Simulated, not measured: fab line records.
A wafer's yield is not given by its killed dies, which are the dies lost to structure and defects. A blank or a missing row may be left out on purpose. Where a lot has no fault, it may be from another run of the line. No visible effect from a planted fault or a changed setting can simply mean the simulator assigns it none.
Struck lot and sound lot, side by side | flow sky130 | 30 steps out of a route of 708
Sound: the wafers L581.2, L581.3, L581.4. Struck: wafers L593.1, L593.3, L593.6. Last of all comes the cause.
At each step with rows: each side's tool, then ch and its chambers, then its first start. Under that, the readings that differ: sound wafers | struck wafers | difference of the means | sigmas: that difference in standard deviations of wafers without a fault.
alike: readings with means less than 2 such deviations apart, plus words and numbers identical on both sides. not compared: withheld readings, readings lacking a value on some wafer, bounds such as >300 that could conceal the same value, and numbers that have no deviation in the record and whose values overlap.
The two part at a step that has a row with sigmas, a row that says differs or no value, or rows on one side only. Numbers that don't overlap but have no deviation are shown without sigmas and don't part them. Lack of a reading on every wafer of one side parts them only where that side has two or more wafers.

first, 6 steps without rows for these wafers: SKY_SONOS_ONO_HMDS_07 (prime time 60 s); SKY_SONOS_ONO_COAT_08 (resist thk 1140 nm); SKY_SONOS_ONO_SOFTBAKE_09 (time 60 s); SKY_SONOS_ONO_EXPOSE_10 (exposes mask ONOM, target cd 410 nm); SKY_SONOS_ONO_PEB_11; SKY_SONOS_ONO_DEVELOP_12 (develop time 60 s).
SKY_SONOS_ONO_CD_MEAS_13: the cd target is 410 nm.
  struck on cdSem-02, day 16 16:10; sound on cdSem-01, day 12 19:00
  alike: cdNm
SKY_SONOS_ONO_OVL_MEAS_14:
  struck on overlay-02, day 16 16:17; sound on overlay-01, day 12 19:07
  alike: SONOS_ONO_OVL
SKY_SONOS_ONO_ETCH_15: etches the open film in CHF3/O2, target depth 19.52 nm, time 7.8 s.
  sound on rieDiel-04 ch 0,2,3, day 12 19:08; struck on rieDiel-02 ch 1,2,3, day 16 16:19
  alike: drypumpMotorCurrentA, oesProductAu, throttleValvePct
  not compared: rfHoursCounterH
then, 1 step without rows for these wafers: SKY_SONOS_ONO_WET_ETCH_16 (etches SiO2 in dHF, target depth 14 nm, time 276 s).
SKY_SONOS_ONO_STRIP_17: strips in O2/N2.
  sound on plasmaAsher-01 ch 0,1, day 12 19:14; struck on plasmaAsher-03 ch 0,1, day 16 16:26
  alike: drypumpMotorCurrentA, oesProductAu, stripTimeToEndpointS
  not compared: rfHoursCounterH
then, 1 step without rows for these wafers: SKY_SONOS_ONO_WET_ETCH_18 (etches Si3N4 in H3PO4, target depth 15 nm, time 172 s).
SKY_GATE_OXIDE_CLEAN_00: cleans in SC1/SC2, time 150 s.
  sound on wetBench-04 ch 2, day 12 19:24; struck on wetBench-03 ch 3, day 16 16:35
reading                                   | sound            | struck           | difference | sigmas
runLengthS (s)                            | 175 175 175      | 105 105 105      | -70        | -20
model.SiO2_of_SONOS_ONO_CVD_04.thkNm (nm) | 4.921 4.89 4.993 | 5.341 5.405 5.37 | +0.437     | 
then, 1 step without rows for these wafers: SKY_GATE_OXIDE_OXIDATION_01 (stabilise 600 s, purge 300 s, target thk 10.268 nm).
SKY_GATE_OXIDE_THK_MEAS_02:
  struck on filmMetro-03, day 16 18:52; sound on filmMetro-02, day 12 21:28
  alike: GATE_OXIDE_OXIDATION_00_THK
then, 7 steps without rows for these wafers: SKY_GATE_OXIDE_DEHYDRATE_03 (time 60 s); SKY_GATE_OXIDE_HMDS_04 (prime time 60 s); SKY_GATE_OXIDE_COAT_05 (resist thk 1140 nm); SKY_GATE_OXIDE_SOFTBAKE_06 (time 60 s); SKY_GATE_OXIDE_EXPOSE_07 (exposes mask LVOM, target cd 600 nm); SKY_GATE_OXIDE_PEB_08; SKY_GATE_OXIDE_DEVELOP_09 (develop time 60 s).
SKY_GATE_OXIDE_OVL_MEAS_10:
  struck on overlay-01, day 17 23:36; sound on overlay-02, day 13 22:23
  alike: GATE_OXIDE_OVL
then, 2 steps without rows for these wafers: SKY_GATE_OXIDE_IMPLANT_11; SKY_GATE_OXIDE_WET_ETCH_12 (etches SiO2 in dHF, target depth 16.8 nm, time 336 s).
SKY_GATE_OXIDE_STRIP_13: strips in O2/N2.
  sound on plasmaAsher-03 ch 0,1, day 13 22:40; struck on plasmaAsher-03 ch 0,1, day 17 23:55
  alike: drypumpMotorCurrentA, oesProductAu, stripTimeToEndpointS
  not compared: rfHoursCounterH
SKY_GATE_OXIDE_TW_MEAS_14:
  struck on filmMetro-03, day 18 00:02; sound on filmMetro-02, day 13 22:47
  alike: GATE_OXIDE_TW
SKY_GATE_OXIDE_CLEAN_15: cleans in SC1/SC2, time 150 s.
  sound on wetBench-01 ch 1, day 13 22:50; struck on wetBench-04 ch 0, day 18 00:06
reading                                   | sound             | struck            | difference | sigmas
model.SiO2_of_SONOS_ONO_CVD_04.thkNm (nm) | 4.236 4.206 4.309 | 4.674 4.736 4.704 | +0.454     | 
  alike: runLengthS
then, 1 step without rows for these wafers: SKY_GATE_OXIDE_OXIDATION_16 (stabilise 600 s, purge 300 s, target thk 3.57 nm).
-- the record jumps here: 31 days lie between the struck wafers' starts before and after (it left off in module GATE_OXIDE and takes up again in module PAD_OPEN, whose first step shown is number 708 of the route) --
SKY_PAD_OPEN_PROBE_99:
  struck on prober-01, day 48 18:43; sound on prober-01, day 45 21:17
reading                             | sound                | struck               | difference | sigmas
model.etest.capOno.gateLog10ACm2    | -8.01 -8.087 -8.134  | -8.362 -8.54 -8.356  | -0.342     | 
model.etest.capOno.toxAccNm (nm)    | 12.96 13.03 13.06    | 13.18 13.28 13.27    | +0.23      | 
model.etest.sonosProgrammed.vtV (V) | 1.41 1.428 1.344     | 1.227 1.167 1.257    | -0.177     | 
model.etest.sonosErased.vtV (V)     | -2.299 -2.257 -2.192 | -2.139 -2.071 -2.161 | +0.126     | 
model.etest.sonosBaked.vtV (V)      | 0.8856 0.8896 0.8514 | 0.7865 0.7198 0.7343 | -0.1287    | 
  alike: killed_at_M0_to_M3, killed_at_M4_up, killedAtContacts, killedAtFrontEnd, killedAtOther, killedDies, killedOpen, killedShort
  not compared: model.etest.capThickOxide.gateBvV

== WHERE THEY PART ==
Only at SKY_GATE_OXIDE_CLEAN_00, as far as this record shows. Later steps at which nothing parts them and some readings are alike: SKY_GATE_OXIDE_THK_MEAS_02, SKY_GATE_OXIDE_OVL_MEAS_10, SKY_GATE_OXIDE_STRIP_13, SKY_GATE_OXIDE_TW_MEAS_14, SKY_GATE_OXIDE_CLEAN_15, SKY_PAD_OPEN_PROBE_99.

WHY: the cause the simulator had injected
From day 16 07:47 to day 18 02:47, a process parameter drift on wetBench-03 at SKY_GATE_OXIDE_CLEAN_00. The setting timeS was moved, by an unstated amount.
